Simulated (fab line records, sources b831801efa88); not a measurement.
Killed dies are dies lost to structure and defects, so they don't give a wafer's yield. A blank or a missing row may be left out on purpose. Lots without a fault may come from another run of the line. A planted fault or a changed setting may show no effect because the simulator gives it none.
fab line records | flow gf180mcu | part 1 of 2: steps 1 to 27 of 38
record lots=5 wafers=15 last_day=34
route steps=602 shown DUAL_GATE@156 POLY_GATE@157 HV_LDD@176
lots that met no fault: from a run of the same line without faults
start_h: hours from the record's first day to the start of the lot's first wafer shown | wait_h: hours since the lot's step before | " the same as in the row above | L1.1+2: a row that stands for several wafers | - no value, or no start given | * or withheld: withheld | < > ~ a bound
route shown NAME@n: a module of which the file shows steps, and the number in the route of the first | usual: mean/standard deviation of fault-free wafers | same: alike in all rows | chamber/n: place in a boat | sites: the reading at each site | _std_site: their standard deviation | _edge_site: outer sites' mean less inner sites' | radius_mm: how far each site lies from the wafer's centre | mask NAME#n: copy n | behind: the tool/chamber that last shaped the wafer | hold: why the lot was held/for how many hours/how that ended | device: the transistor (n, p or np) that didn't switch | end of line: the same wafers' tests at the end of the route | a step without rows: its recipe alone | killed: dies lost to structure and defects at the first sort, not the wafer's yield | map: a wafer's dies, x killed, . not, _ none there
set.NAME: the setting as run; set.NAME@STEP: as run at that earlier step | model.NAME: the simulator's own value behind a step, which no gauge read
lots at some steps of the route; a table a step, a row a wafer
services: from which hour (start_h, from the record's first day; less than 0 if before it) a tool's chamber was out of use, for how many hours, and why
## steps
# step GF_DUAL_GATE_OXIDATION_15
# recipe temp_c=850 ambient=O2 stabilise_s=600 purge_s=300 target_thk_a=70.98 ox_time_s=1995
# usual zone_power_bottom_pct=26.7/1.5 zone_power_centre_pct=16.06/0.18 zone_power_upper_pct=15.22/0.21
# same ox_time_s=1995
# columns lot.wafer tool chamber start_h wait_h zone_power_bottom_pct zone_power_centre_pct zone_power_upper_pct
L076.1 furnace-01 0 191.52 0.9 27.7 15.99 15.39
L076.2 " 0 " " 28.1 16.15 15.41
L076.5 " 0 " " 27.2 16.16 15.16
L079.4 furnace-02 0 213.65 0.0 24.4 16.26 14.74
L079.5 " 0 " " 24.1 16.35 14.84
L079.6 " 0 " " 24.0 16.17 15.00
L088.2 furnace-01 0 283.41 1.4 27.5 16.08 15.41
L088.5 " 0 " " 28.1 16.07 15.03
L088.6 " 0 " " 27.2 16.14 15.33
L094.2 furnace-02 0 316.86 0.1 24.1 16.21 14.97
L094.4 " 0 " " 24.4 16.37 14.85
L094.6 " 0 " " 24.2 16.26 14.74
L096.1 furnace-01 0 335.82 0.9 27.6 16.06 15.40
L096.2 " 0 " " 27.9 16.10 15.25
L096.4 " 0 " " 28.2 15.64 15.53
# step GF_POLY_GATE_CVD_00
# recipe material=poly-Si target_thk_nm=200 temp_c=620 time_s=1200 pressure_mtorr=200
# usual zone_power_bottom_pct=12.5/1.1 zone_power_centre_pct=8.6/0.89 zone_power_upper_pct=8.9/0.74
# same time_s=1200
# columns lot.wafer tool chamber start_h wait_h zone_power_bottom_pct zone_power_centre_pct zone_power_upper_pct
L076.1 lpcvd-01 0 193.57 0.5 12.3 8.9 10.0
L076.2 " 0 " " 12.5 9.0 10.0
L076.5 " 0 " " 12.4 9.1 10.0
L079.4 lpcvd-02 0 215.20 0.0 14.4 9.0 9.5
L079.5 " 0 " " 14.5 9.0 9.5
L079.6 " 0 " " 14.3 9.1 9.5
L088.2 lpcvd-02 0 284.96 0.0 14.5 9.0 9.5
L088.5 " 0 " " 14.9 9.1 9.4
L088.6 " 0 " " 14.3 9.0 9.5
L094.2 lpcvd-02 1 318.41 0.0 12.6 9.6 8.5
L094.4 " 1 " " 12.4 9.6 8.3
L094.6 " 1 " " 12.7 9.5 8.3
L096.1 lpcvd-01 0 337.38 0.0 12.3 9.0 10.2
L096.2 " 0 " " 12.5 9.2 10.2
L096.4 " 0 " " 12.5 9.1 10.1
# step GF_POLY_GATE_THK_MEAS_01
# recipe reads=poly-Si_of_POLY_GATE_CVD_00
# usual POLY_GATE_CVD_00_THK=198.3/1.9
# columns lot.wafer tool chamber start_h wait_h POLY_GATE_CVD_00_THK[nm]
L076.1 film_metro-03 - 194.90 0.0 198.0
L076.2 " - " " 197.1
L076.5 " - " " 198.4
L079.4 film_metro-02 - 216.56 0.0 198.9
L079.5 " - " " 200.4
L079.6 " - " " 198.3
L088.2 film_metro-01 - 286.97 0.0 198.8
L088.5 " - " " 197.6
L088.6 " - " " 197.2
L094.2 film_metro-03 - 319.76 0.0 199.0
L094.4 " - " " 199.1
L094.6 " - " " 201.8
L096.1 film_metro-01 - 338.72 0.0 200.0
L096.2 " - " " 200.7
L096.4 " - " " 200.1
# step GF_POLY_GATE_DEHYDRATE_02
# recipe temp_c=200 time_s=60
# same time_s=60
# columns lot.wafer tool chamber start_h wait_h
L076.1+2+5 litho_track-03 0 203.64 8.7
L079.4+5+6 litho_track-01 0 225.04 8.5
L088.2+5+6 litho_track-02 0 296.45 9.5
L094.2+4+6 litho_track-01 0 329.93 10.2
L096.1+2+4 litho_track-02 0 348.88 10.1
# step GF_POLY_GATE_HMDS_03
# recipe prime_time_s=60 prime_temp_c=120
# usual prime_temp_c=120.01/0.14
# same prime_time_s=60
# columns lot.wafer tool chamber start_h wait_h prime_temp_c
L076.1 litho_track-03 0 203.79 0.1 120.14
L076.2 " 0 " " 119.98
L076.5 " 0 " " 119.98
L079.4 litho_track-01 0 225.19 0.1 120.27
L079.5 " 0 " " 120.14
L079.6 " 0 " " 120.02
L088.2 litho_track-02 0 296.60 0.1 119.93
L088.5 " 0 " " 119.97
L088.6 " 0 " " 119.84
L094.2 litho_track-01 0 330.08 0.1 120.10
L094.4 " 0 " " 120.19
L094.6 " 0 " " 120.00
L096.1 litho_track-02 0 349.03 0.1 119.95
L096.2 " 0 " " 119.99
L096.4 " 0 " " 119.97
# step GF_POLY_GATE_COAT_04
# recipe resist=BARC temp_c=withheld time_s=withheld spin_rpm=withheld resist_thk_nm=withheld
# columns lot.wafer tool chamber start_h wait_h
L076.1+2+5 litho_track-03 0 203.94 0.1
L079.4+5+6 litho_track-01 0 225.34 0.1
L088.2+5+6 litho_track-02 0 296.75 0.1
L094.2+4+6 litho_track-01 0 330.23 0.1
L096.1+2+4 litho_track-02 0 349.18 0.1
# step GF_POLY_GATE_COAT_05
# recipe resist=KrF spin_rpm=withheld resist_thk_nm=700
# columns lot.wafer tool chamber start_h wait_h
L076.1+2+5 litho_track-03 0 - -
L079.4+5+6 litho_track-01 0 - -
L088.2+5+6 litho_track-02 0 - -
L094.2+4+6 litho_track-01 0 - -
L096.1+2+4 litho_track-02 0 - -
# step GF_POLY_GATE_SOFTBAKE_06
# recipe temp_c=130 time_s=60 resist=KrF
# same time_s=60
# columns lot.wafer tool chamber start_h wait_h
L076.1+2+5 litho_track-03 0 - -
L079.4+5+6 litho_track-01 0 - -
L088.2+5+6 litho_track-02 0 - -
L094.2+4+6 litho_track-01 0 - -
L096.1+2+4 litho_track-02 0 - -
# step GF_POLY_GATE_EXPOSE_07
# recipe mask_id=Poly2 target_cd_nm=280 na=0.68 source_shape=conventional sigma_outer=0.6 dose_mj=28
# usual reticle_temp_C=23.02/0.089
# same sigma_outer=0.6
# columns lot.wafer tool chamber start_h wait_h mask reticle_temp_C
L076.1 krf_scanner-02 0 - - Poly2#0 22.97
L076.2 " 0 " " Poly2#0 22.96
L076.5 " 0 " " Poly2#0 22.96
L079.4 krf_scanner-02 0 - - Poly2#0 23.17
L079.5 " 0 " " Poly2#0 23.02
L079.6 " 0 " " Poly2#0 23.02
L088.2 krf_scanner-02 0 - - Poly2#0 22.97
L088.5 " 0 " " Poly2#0 22.96
L088.6 " 0 " " Poly2#0 22.96
L094.2 krf_scanner-02 0 - - Poly2#0 22.95
L094.4 " 0 " " Poly2#0 22.97
L094.6 " 0 " " Poly2#0 22.96
L096.1 krf_scanner-01 0 - - Poly2#0 23.08
L096.2 " 0 " " Poly2#0 23.03
L096.4 " 0 " " Poly2#0 23.23
# step GF_POLY_GATE_PEB_08
# recipe peb_temp_c=135 peb_time_s=90 resist=KrF
# columns lot.wafer tool chamber start_h wait_h
L076.1+2+5 litho_track-02 0 - -
L079.4+5+6 litho_track-02 0 - -
L088.2+5+6 litho_track-02 0 - -
L094.2+4+6 litho_track-03 0 - -
L096.1+2+4 litho_track-03 0 - -
# step GF_POLY_GATE_DEVELOP_09
# recipe develop_time_s=60 resist=KrF dev_temp_c=21
# columns lot.wafer tool chamber start_h wait_h
L076.1+2+5 litho_track-02 0 212.93 0.2
L079.4+5+6 litho_track-02 0 233.81 0.1
L088.2+5+6 litho_track-02 0 307.05 0.2
L094.2+4+6 litho_track-03 0 341.07 0.2
L096.1+2+4 litho_track-03 0 360.39 0.2
# step GF_POLY_GATE_CD_MEAS_10
# recipe target_cd_nm=280
# usual cd_nm=280.5/1.3
# columns lot.wafer tool chamber start_h wait_h cd_nm
L076.1 cd_sem-02 - 213.08 0.1 279.5
L076.2 " - " " 279.7
L076.5 " - " " 280.4
L079.4 cd_sem-01 - 233.94 0.1 278.6
L079.5 " - " " 279.6
L079.6 " - " " 279.6
L088.2 cd_sem-01 - 307.20 0.1 282.2
L088.5 " - " " 281.8
L088.6 " - " " 281.6
L094.2 cd_sem-01 - 341.21 0.1 279.8
L094.4 " - " " 278.9
L094.6 " - " " 279.5
L096.1 cd_sem-01 - 360.54 0.1 279.9
L096.2 " - " " 279.9
L096.4 " - " " 280.3
# step GF_POLY_GATE_OVL_MEAS_11
# usual POLY_GATE_OVL=-2/4.9
# columns lot.wafer tool chamber start_h wait_h POLY_GATE_OVL[nm]
L076.1 overlay-01 - 213.20 0.1 3
L076.2 " - " " 5
L076.5 " - " " 5
L079.4 overlay-02 - 234.02 0.1 -2
L079.5 " - " " 0
L079.6 " - " " 1
L088.2 overlay-02 - 307.31 0.1 2
L088.5 " - " " 11
L088.6 " - " " 4
L094.2 overlay-01 - 341.32 0.1 2
L094.4 " - " " 1
L094.6 " - " " 3
L096.1 overlay-01 - 360.66 0.1 -4
L096.2 " - " " -2
L096.4 " - " " -2
# step GF_POLY_GATE_ETCH_12
# recipe chemistry=N2/H2 target_depth_a=withheld overetch_a=withheld time_s=withheld target=BARC ion_energy_ev=200 source_w=500 bias_w=100 pressure_mtorr=30 n2_flow_sccm=100 h2_flow_sccm=200
# usual drypump_motor_current_A=5.7/0.52 oes_product_au=0.735/0.0049 throttle_valve_pct=13.214/0.0082
# columns lot.wafer tool chamber start_h wait_h drypump_motor_current_A oes_product_au throttle_valve_pct
L076.1 rie_diel-03 2 213.24 0.0 5.8 0.740 13.216
L076.2 " 3 " " 6.4 0.738 13.233
L076.5 " 3 " " 6.4 0.733 13.226
L079.4 rie_diel-02 3 234.04 0.0 5.9 0.737 13.215
L079.5 " 3 " " 5.9 0.734 13.218
L079.6 " 2 " " 5.1 0.740 13.224
L088.2 rie_diel-02 2 307.34 0.0 5.1 0.738 13.211
L088.5 " 3 " " 6.0 0.732 13.210
L088.6 " 0 " " 5.5 0.743 13.209
L094.2 rie_diel-04 1 341.35 0.0 4.8 0.727 13.210
L094.4 " 0 " " 6.1 0.729 13.220
L094.6 " 2 " " 6.1 0.731 13.214
L096.1 rie_diel-03 3 360.70 0.0 6.4 0.733 13.203
L096.2 " 2 " " 5.8 0.739 13.220
L096.4 " 1 " " 5.1 0.733 13.215
# step GF_POLY_GATE_ETCH_13
# recipe target=poly-Si target_depth_nm=198.5 stop_on=SiO2 over_etch_frac=0.403 chemistry=HBr/Cl2 icp_w=400 bias_w=100 pressure_mtorr=10 HBr_flow_sccm=150 Cl2_flow_sccm=50 time_s=69.6
# usual HBr_flow_sccm=150.1/0.48 drypump_motor_current_A=5.9/0.41 oes_product_au=0.986/0.0079 throttle_valve_pct=33.684/0.0092
# same time_s=69.6
# columns lot.wafer tool chamber start_h wait_h HBr_flow_sccm drypump_motor_current_A oes_product_au rf_hours_counter_h throttle_valve_pct
L076.1 rie_si-01 2 213.29 - 149.9 5.9 0.991 4 33.697
L076.2 " 0 " " 150.1 6.1 0.983 2 33.679
L076.5 " 2 " " 150.4 5.9 0.988 - 33.689
L079.4 rie_si-02 3 234.09 - 150.4 5.5 0.977 104 33.680
L079.5 " 1 " " 149.4 5.5 0.993 - 33.691
L079.6 " 0 " " 150.1 6.6 1.002 - 33.693
L088.2 rie_si-01 2 307.39 - 149.2 5.9 0.978 5 33.684
L088.5 " 2 " " 149.8 5.9 0.983 - 33.686
L088.6 " 1 " " 149.5 6.2 0.993 - 33.688
L094.2 rie_si-02 1 341.40 - 150.1 5.5 0.982 0 33.686
L094.4 " 0 " " 150.4 6.6 0.998 5 33.695
L094.6 " 2 " " 149.9 5.3 0.994 - 33.688
L096.1 rie_si-01 2 360.75 - 148.6 5.9 0.995 5 33.675
L096.2 " 0 " " 149.2 6.1 0.995 3 33.670
L096.4 " 3 " " 151.1 6.1 0.993 1 33.680
# step GF_POLY_GATE_STRIP_14
# recipe chemistry=O2/N2 power_w=1400 pressure_mtorr=1500 platen_temp_c=250 o2_flow_sccm=3000 n2_flow_sccm=300 overash_fraction=0.5
# usual drypump_motor_current_A=5.6/0.34 heater_power_w=314/36 oes_product_au=0.504/0.0047
# columns lot.wafer tool chamber start_h wait_h drypump_motor_current_A heater_power_w oes_product_au rf_hours_counter_h
L076.1 plasma_asher-04 0 213.34 0.0 5.3 318 0.504 52
L076.2 " 1 " " 5.8 280 0.512 52
L076.5 " 0 " " 5.3 310 0.495 -
L079.4 plasma_asher-04 1 234.18 0.1 5.8 279 0.509 -
L079.5 " 1 " " 5.8 272 0.504 -
L079.6 " 0 " " 5.3 315 0.512 -
L088.2 plasma_asher-01 1 307.44 0.0 5.3 324 0.505 70
L088.5 " 1 " " 5.3 317 0.515 -
L088.6 " 0 " " 5.5 275 0.502 -
L094.2 plasma_asher-04 0 341.45 0.0 5.3 313 0.504 65
L094.4 " 1 " " 5.8 271 0.503 -
L094.6 " 1 " " 5.8 274 0.512 -
L096.1 plasma_asher-01 0 360.80 0.0 5.5 277 0.506 75
L096.2 " 1 " " 5.3 324 0.501 75
L096.4 " 1 " " 5.3 314 0.507 -
# step GF_POLY_GATE_CLEAN_15
# recipe chemistry=SC1/SC2 mix=1:4:20 temp_c=70 time_s=150 dry=n2_spin
# usual bath_heat_duty_pct=13.5/1.3
# same time_s=150
# columns lot.wafer tool chamber start_h wait_h bath_heat_duty_pct
L076.1 wet_bench-01 0 213.47 0.1 14.5
L076.2 " 0 " " 13.9
L076.5 " 0 " " 12.8
L079.4 wet_bench-02 3 234.24 0.0 12.4
L079.5 " 3 " " 11.8
L079.6 " 3 " " 12.6
L088.2 wet_bench-02 2 307.54 0.1 14.8
L088.5 " 2 " " 13.2
L088.6 " 2 " " 15.9
L094.2 wet_bench-01 0 341.55 0.1 13.0
L094.4 " 0 " " 14.1
L094.6 " 0 " " 14.0
L096.1 wet_bench-01 0 360.90 0.1 13.3
L096.2 " 0 " " 14.4
L096.4 " 0 " " 12.9
# step GF_POLY_GATE_OXIDATION_16
# recipe temp_c=850 ambient=O2 stabilise_s=600 purge_s=300 target_thk_a=40 ox_time_s=899
# usual zone_power_bottom_pct=26.6/1.5 zone_power_centre_pct=16.00/0.17 zone_power_upper_pct=15.16/0.23
# same ox_time_s=899
# columns lot.wafer tool chamber start_h wait_h zone_power_bottom_pct zone_power_centre_pct zone_power_upper_pct
L076.1 furnace-01 0 213.57 0.0 27.8 15.96 15.36
L076.2 " 0 " " 26.9 16.04 15.19
L076.5 " 0 " " 27.6 16.18 15.12
L079.4 furnace-01 0 235.31 1.0 27.4 16.01 15.34
L079.5 " 0 " " 27.3 15.97 15.15
L079.6 " 0 " " 27.7 16.22 15.36
L088.2 furnace-02 0 308.13 0.5 24.0 16.13 14.81
L088.5 " 0 " " 24.6 15.90 14.79
L088.6 " 0 " " 24.2 16.21 14.45
L094.2 furnace-01 0 343.01 1.4 27.8 15.90 15.30
L094.4 " 0 " " 27.6 15.72 15.57
L094.6 " 0 " " 28.0 16.28 15.23
L096.1 furnace-02 0 361.51 0.6 24.5 16.05 15.11
L096.2 " 0 " " 24.6 15.93 14.87
L096.4 " 0 " " 24.1 16.32 14.88
# step GF_POLY_GATE_THK_MEAS_17
# recipe reads=SiO2_of_POLY_GATE_OXIDATION_16
# usual POLY_GATE_OXIDATION_THK=3.99/0.082
# columns lot.wafer tool chamber start_h wait_h POLY_GATE_OXIDATION_THK[nm]
L076.1 film_metro-03 - 214.82 0.0 4.07
L076.2 " - " " 4.08
L076.5 " - " " 4.00
L079.4 film_metro-03 - 236.59 0.0 4.16
L079.5 " - " " 4.18
L079.6 " - " " 4.11
L088.2 film_metro-03 - 309.39 0.0 3.88
L088.5 " - " " 4.03
L088.6 " - " " 3.99
L094.2 film_metro-01 - 344.27 0.0 3.84
L094.4 " - " " 3.87
L094.6 " - " " 4.04
L096.1 film_metro-01 - 362.76 0.0 3.98
L096.2 " - " " 3.95
L096.4 " - " " 4.03
# step GF_POLY_GATE_CD_MEAS_18
# usual cd_nm=279.9/1.9
# columns lot.wafer tool chamber start_h wait_h cd_nm
L076.1 cd_sem-01 - 214.88 0.1 280.5
L076.2 " - " " 281.7
L076.5 " - " " 280.8
L079.4 cd_sem-02 - 236.76 0.2 276.8
L079.5 " - " " 278.9
L079.6 " - " " 277.1
L088.2 cd_sem-01 - 309.46 0.1 281.2
L088.5 " - " " 280.7
L088.6 " - " " 280.3
L094.2 cd_sem-02 - 344.34 0.1 281.4
L094.4 " - " " 279.6
L094.6 " - " " 280.3
L096.1 cd_sem-02 - 362.82 0.1 280.1
L096.2 " - " " 281.0
L096.4 " - " " 280.9
# step GF_HV_LDD_DEHYDRATE_00
# recipe temp_c=200 time_s=60
# same time_s=60
# columns lot.wafer tool chamber start_h wait_h
L076.1+2+5 litho_track-01 0 223.61 8.7
L079.4+5+6 litho_track-02 0 245.46 8.7
L088.2+5+6 litho_track-01 0 319.33 9.8
L094.2+4+6 litho_track-02 0 354.35 10.0
L096.1+2+4 litho_track-01 0 373.11 10.3
# step GF_HV_LDD_HMDS_01
# recipe prime_time_s=60 prime_temp_c=120
# usual prime_temp_c=120.03/0.12
# same prime_time_s=60
# columns lot.wafer tool chamber start_h wait_h prime_temp_c
L076.1 litho_track-01 0 223.76 0.1 119.95
L076.2 " 0 " " 119.93
L076.5 " 0 " " 119.79
L079.4 litho_track-02 0 245.61 0.1 119.92
L079.5 " 0 " " 120.12
L079.6 " 0 " " 120.34
L088.2 litho_track-01 0 319.48 0.1 120.01
L088.5 " 0 " " 120.01
L088.6 " 0 " " 119.71
L094.2 litho_track-02 0 354.50 0.1 120.11
L094.4 " 0 " " 120.02
L094.6 " 0 " " 120.07
L096.1 litho_track-01 0 373.26 0.1 120.09
L096.2 " 0 " " 120.13
L096.4 " 0 " " 120.06
# step GF_HV_LDD_COAT_02
# recipe resist=NOVOLAK spin_rpm=3000 resist_thk_nm=1000
# usual spin_speed_rpm=2999.9/2.1
# columns lot.wafer tool chamber start_h wait_h spin_speed_rpm
L076.1 litho_track-01 0 223.91 0.1 2994.7
L076.2 " 0 " " 3002.8
L076.5 " 0 " " 2997.5
L079.4 litho_track-02 0 245.76 0.1 2997.8
L079.5 " 0 " " 2994.2
L079.6 " 0 " " 2997.4
L088.2 litho_track-01 0 319.63 0.1 2996.9
L088.5 " 0 " " 3000.7
L088.6 " 0 " " 3000.0
L094.2 litho_track-02 0 354.65 0.1 3002.6
L094.4 " 0 " " 2998.0
L094.6 " 0 " " 2999.6
L096.1 litho_track-01 0 373.41 0.1 3002.0
L096.2 " 0 " " 2998.3
L096.4 " 0 " " 2999.5
# step GF_HV_LDD_SOFTBAKE_03
# recipe temp_c=90 time_s=60 resist=NOVOLAK
# same time_s=60
# columns lot.wafer tool chamber start_h wait_h
L076.1+2+5 litho_track-01 0 224.06 0.1
L079.4+5+6 litho_track-02 0 245.91 0.1
L088.2+5+6 litho_track-01 0 319.78 0.1
L094.2+4+6 litho_track-02 0 354.80 0.1
L096.1+2+4 litho_track-01 0 373.56 0.1
# step GF_HV_LDD_EXPOSE_04
# recipe mask_id=Nplus_LV_AREA target_cd_nm=400 na=0.6 source_shape=conventional sigma_outer=0.6 dose_mj=140
# usual reticle_temp_C=23.01/0.1
# same sigma_outer=0.6
# columns lot.wafer tool chamber start_h wait_h mask reticle_temp_C
L076.1 iline_stepper-02 0 - - Nplus_LV_AREA#0 23.10
L076.2 " 0 " " Nplus_LV_AREA#0 23.01
L076.5 " 0 " " Nplus_LV_AREA#0 23.14
L079.4 iline_stepper-02 0 - - Nplus_LV_AREA#0 22.97
L079.5 " 0 " " Nplus_LV_AREA#0 22.84
L079.6 " 0 " " Nplus_LV_AREA#0 23.08
L088.2 iline_stepper-02 0 - - Nplus_LV_AREA#0 23.09
L088.5 " 0 " " Nplus_LV_AREA#0 23.07
L088.6 " 0 " " Nplus_LV_AREA#0 23.24
L094.2 iline_stepper-02 0 - - Nplus_LV_AREA#0 22.85
L094.4 " 0 " " Nplus_LV_AREA#0 23.12
L094.6 " 0 " " Nplus_LV_AREA#0 23.08
L096.1 iline_stepper-01 0 - - Nplus_LV_AREA#0 23.02
L096.2 " 0 " " Nplus_LV_AREA#0 22.91
L096.4 " 0 " " Nplus_LV_AREA#0 23.08
# step GF_HV_LDD_PEB_05
# recipe temp_c=withheld time_s=* resist=NOVOLAK
# same time_s=*
# columns lot.wafer tool chamber start_h wait_h
L076.1+2+5 litho_track-02 0 - -
L079.4+5+6 litho_track-01 0 - -
L088.2+5+6 litho_track-04 0 - -
L094.2+4+6 litho_track-02 0 - -
L096.1+2+4 litho_track-01 0 - -
# step GF_HV_LDD_DEVELOP_06
# recipe develop_time_s=60 dev_temp_c=23
# columns lot.wafer tool chamber start_h wait_h
L076.1+2+5 litho_track-02 0 231.78 0.1
L079.4+5+6 litho_track-01 0 254.98 0.1
L088.2+5+6 litho_track-04 0 330.37 0.1
L094.2+4+6 litho_track-02 0 366.35 0.1
L096.1+2+4 litho_track-01 0 385.16 0.1
